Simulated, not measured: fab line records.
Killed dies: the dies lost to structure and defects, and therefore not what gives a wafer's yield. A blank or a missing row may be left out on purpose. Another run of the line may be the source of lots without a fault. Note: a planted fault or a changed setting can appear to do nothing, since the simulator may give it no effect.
Comparing a struck lot with a sound one / flow sky130 / 18 steps out of a route of 708
Sound: wafers L625.4, L625.5, L625.6. Struck: wafer L637.3 (left out: L637.6, a lot-mate that was not struck); the cause follows at the end.
Per side, at each step with rows, come the tool, then ch with its chambers, and then its first start. Under that, the readings that differ: sound wafers / struck wafers / difference of the means / sigmas: that difference in standard deviations of wafers without a fault.
alike: a reading whose means differ by less than 2 such deviations, as well as words and numbers matching on both sides. not compared: withheld readings; readings where some wafer has no value; bounds like >300 that might hide an equal value; numbers whose values overlap and for which the record gives no deviation.
The two part at a step that has a row with sigmas, a row that says differs or no value, or rows on one side only. When numbers do not overlap yet have no deviation, they are printed without sigmas and do not part them. A reading that every wafer of one side lacks parts them only if that side has two wafers or more.

first, 1 step without rows for these wafers: SKY_SD_P_DEVELOP_06 (develop time 60 s).
SKY_SD_P_CD_MEAS_07: target cd 380 nm.
  sound on cd_sem-01, day 28 16:22; struck on cd_sem-02, day 33 00:12
  alike: cd_nm
SKY_SD_P_OVL_MEAS_08:
  sound on overlay-01, day 28 16:27; struck on overlay-02, day 33 00:17
  alike: SD_P_OVL
following that, these wafers have no rows for 1 step: SKY_SD_P_IMPLANT_09.
SKY_SD_P_STRIP_10: strips in O2/N2.
  sound on plasma_asher-02 ch 0,1, day 28 16:39; struck on plasma_asher-01 ch 1, day 33 00:30
  alike: drypump_motor_current_A, n2_flow_sccm, oes_product_au, strip_time_to_endpoint_s
  not compared: rf_hours_counter_h
SKY_SD_P_TW_MEAS_11:
  sound on film_metro-02, day 28 16:45; struck on film_metro-02, day 33 00:35
  alike: SD_P_TW
then, 6 steps without rows for these wafers: SKY_RES_XHIGH_DEHYDRATE_00 (time 60 s); SKY_RES_XHIGH_HMDS_01 (prime time 60 s); SKY_RES_XHIGH_COAT_02 (resist thk 1140 nm); SKY_RES_XHIGH_SOFTBAKE_03 (time 60 s); SKY_RES_XHIGH_EXPOSE_04 (exposes mask URPM, target cd 1270 nm); SKY_RES_XHIGH_PEB_05.
SKY_RES_XHIGH_DEVELOP_06: develop time 60 s.
  sound on litho_track-04 ch 0, day 29 20:14; struck on litho_track-02 ch 0, day 34 02:43
  alike: resist_line_temp_C
following that, these wafers have no rows for 1 step: SKY_RES_XHIGH_IMPLANT_07.
SKY_RES_XHIGH_STRIP_08: strips in O2/N2.
  sound on plasma_asher-02 ch 0,1, day 29 20:30; struck on plasma_asher-04 ch 1, day 34 02:59
  alike: drypump_motor_current_A, n2_flow_sccm, oes_product_au, strip_time_to_endpoint_s
  not compared: rf_hours_counter_h
SKY_RES_XHIGH_TW_MEAS_09:
  sound on film_metro-03, day 29 20:35; struck on film_metro-02, day 34 03:05
reading=RES_XHIGH_TW; sound=1644 1636 1634; struck=30; difference=-1608; sigmas=-99 or more
then, 1 step without rows for these wafers: SKY_SD_N_DEHYDRATE_00 (time 60 s).
-- here the record skips 17 days between the struck wafers' starts before and after, leaving off in module SD_N and picking up in module PAD_OPEN (first step shown: number 708 of the route) --
SKY_PAD_OPEN_PROBE_99:
  sound on prober-02, day 48 02:18; struck on prober-02, day 50 19:17
reading=killed_at_other; sound=0 1 1; struck=406; difference=+405; sigmas=+99 or more
reading=killed_dies; sound=108 96 90; struck=492; difference=+394; sigmas=+40
reading=killed_on_rim; sound=23 20 19; struck=96; difference=+75; sigmas=+18
reading=model.etest.res_xhigh_po.open; sound=0 0 0; struck=1; difference=+1; sigmas=
  alike: killed_at_M0_to_M3, killed_at_M4_up, killed_at_contacts, killed_at_front_end, killed_open, killed_short

== WHERE THEY PART ==
First at SKY_RES_XHIGH_TW_MEAS_09; last, within this record, at SKY_PAD_OPEN_PROBE_99.

WHY: the cause the simulator had injected
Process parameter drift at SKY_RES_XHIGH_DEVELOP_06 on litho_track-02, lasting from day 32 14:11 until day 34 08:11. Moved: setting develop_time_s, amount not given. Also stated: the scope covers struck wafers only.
